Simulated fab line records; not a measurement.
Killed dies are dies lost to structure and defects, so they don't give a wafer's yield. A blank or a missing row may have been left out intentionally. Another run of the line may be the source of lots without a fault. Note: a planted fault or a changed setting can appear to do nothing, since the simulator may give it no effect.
8D (eight disciplines) problem report, filled in by code :: flow sky130 :: the parts of the form that need people (team, actions taken, sign-off) are left out

## 1. WHAT WENT WRONG
POLY_GATE_CVD_00_THK at SKY_POLY_GATE_THK_MEAS_01 reads a mean of 165.6 nm on 6 wafers of 2 lots; wafers without a fault read 179.4 nm with a standard deviation of 1.4. That is -9.9 standard deviations from the usual mean.
The first sign was on wafer L818.1 at day 17 03:41, on film metro-04. The record has a number at this step for 30 wafers belonging to 10 lots. Rule for "out" (also "out of limits"): further than 4 standard deviations from the usual mean. All remaining wafers that have a number are taken as sound.

## 2. WHAT IT IS; WHAT IT IS NOT
question: which readings at this step
is: POLY_GATE_CVD_00_THK
is not: -

question: which lots
is: L818, L819
is not: L809, L812, L814, L826, L827, L829, L831, L832

question: which wafers of those lots
is: all that have a number
is not: -

question: read on which gauges
is: film metro-01, film metro-04
is not: film metro-03

question: when
is: from day 17 03:41
is not: up to then (9 sound wafers); but 15 sound wafers of L826, L827, L829, L831, L832 came after

## 3. WHAT RULES OUT EACH SUSPECT
Counting: a tool stays on the suspect list if, at a process step up to the reading, it processed all lots that are out and no sound lot following the first of them.
- the gauge at SKY_POLY_GATE_THK_MEAS_01 is ruled out. The wafers that are out were read on 2 gauges (film metro-01, film metro-04).
- plasma asher-04 at SKY_VT_ADJUST_LVTN_STRIP_20 (strips in O2/N2): ruled out as a lasting fault. Following L818 (day 10 05:21), the first lot on it that is out, the sound lots L829, L832 were run on it.
- lpcvd-01 at SKY_POLY_GATE_CVD_00 (deposits poly-Si, target thk 180 nm, time 720 s): ruled out as a lasting fault. Following L818 (day 17 02:29), the first lot on it that is out, the sound lots L826, L827, L829, L831, L832 were run on it.
Left after counting: nothing in the record.

## 4. THE CAUSE (what the simulator had put in)
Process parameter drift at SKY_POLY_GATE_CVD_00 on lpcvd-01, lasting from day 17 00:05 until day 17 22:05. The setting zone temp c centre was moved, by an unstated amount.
It was ruled out by counting, in error; the rule expects a fault to strike all lots run on its tool from its start on, and this fault did not.

## 5. SEQUENCE OF EFFECTS, ordered by route
Each row: a reading whose mean over the struck wafers that have a number lies more than 3 standard deviations from the usual. Readings are gone through only where the record gives a usual standard deviation; hours: the median, over the lots, of the time from a lot's start at the first step in this table giving one to that lot's start at this step; sigmas: the change measured in usual standard deviations.
hours: 0
step: SKY_POLY_GATE_CVD_00
reading: spike tc centre C
usual: 620.9 C
on struck wafers: 597.9
change: -23.0
sigmas: -21

hours: 0
step: SKY_POLY_GATE_CVD_00
reading: spike tc lower C
usual: 620.7 C
on struck wafers: 624.5
change: +3.8
sigmas: +3.5

hours: 0
step: SKY_POLY_GATE_CVD_00
reading: spike tc upper C
usual: 620.0 C
on struck wafers: 623.3
change: +3.3
sigmas: +3.6

hours: 0
step: SKY_POLY_GATE_CVD_00
reading: zone power centre pct
usual: 9.18 %
on struck wafers: 5.01
change: -4.17
sigmas: -18

hours: 0
step: SKY_POLY_GATE_CVD_00
reading: zone power lower pct
usual: 8.4 %
on struck wafers: 11.2
change: +2.8
sigmas: +4.1

hours: 0
step: SKY_POLY_GATE_CVD_00
reading: zone power upper pct
usual: 9.3 %
on struck wafers: 11.0
change: +1.7
sigmas: +4.2

hours: 1
step: SKY_POLY_GATE_THK_MEAS_01
reading: POLY_GATE_CVD_00_THK
usual: 179.4 nm
on struck wafers: 165.6
change: -13.8
sigmas: -9.9

hours: 64
step: SKY_POLY_GATE_ETCH_17
reading: oes product au
usual: 0.984 a.u.
on struck wafers: 0.936
change: -0.048
sigmas: -6.1
It contains these process steps:
- SKY_POLY_GATE_CVD_00: deposits poly-Si, target thk 180 nm, time 720 s.
- SKY_POLY_GATE_ETCH_17: etches poly-Si in HBr/Cl2, stops on SiO2, target depth 180 nm, time 70.5 s.
At these later measuring or inspecting steps, every struck wafer for which the step has a row has a number for every such reading, and none has moved that far: SKY_LOCAL_INTERCONNECT_OVL_MEAS_12.

## 6. HOW IT WOULD HAVE BEEN CAUGHT EARLIER
In this record the first reading out of limits at a measuring or inspecting step was taken at day 17 03:41, 4 hours after the fault began at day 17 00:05.
At SKY_POLY_GATE_CVD_00, the tool's own readings (spike tc centre C, zone power centre pct) were out on each struck wafer the step has a row for, so an alarm limit on them would have fired on the first such wafer.
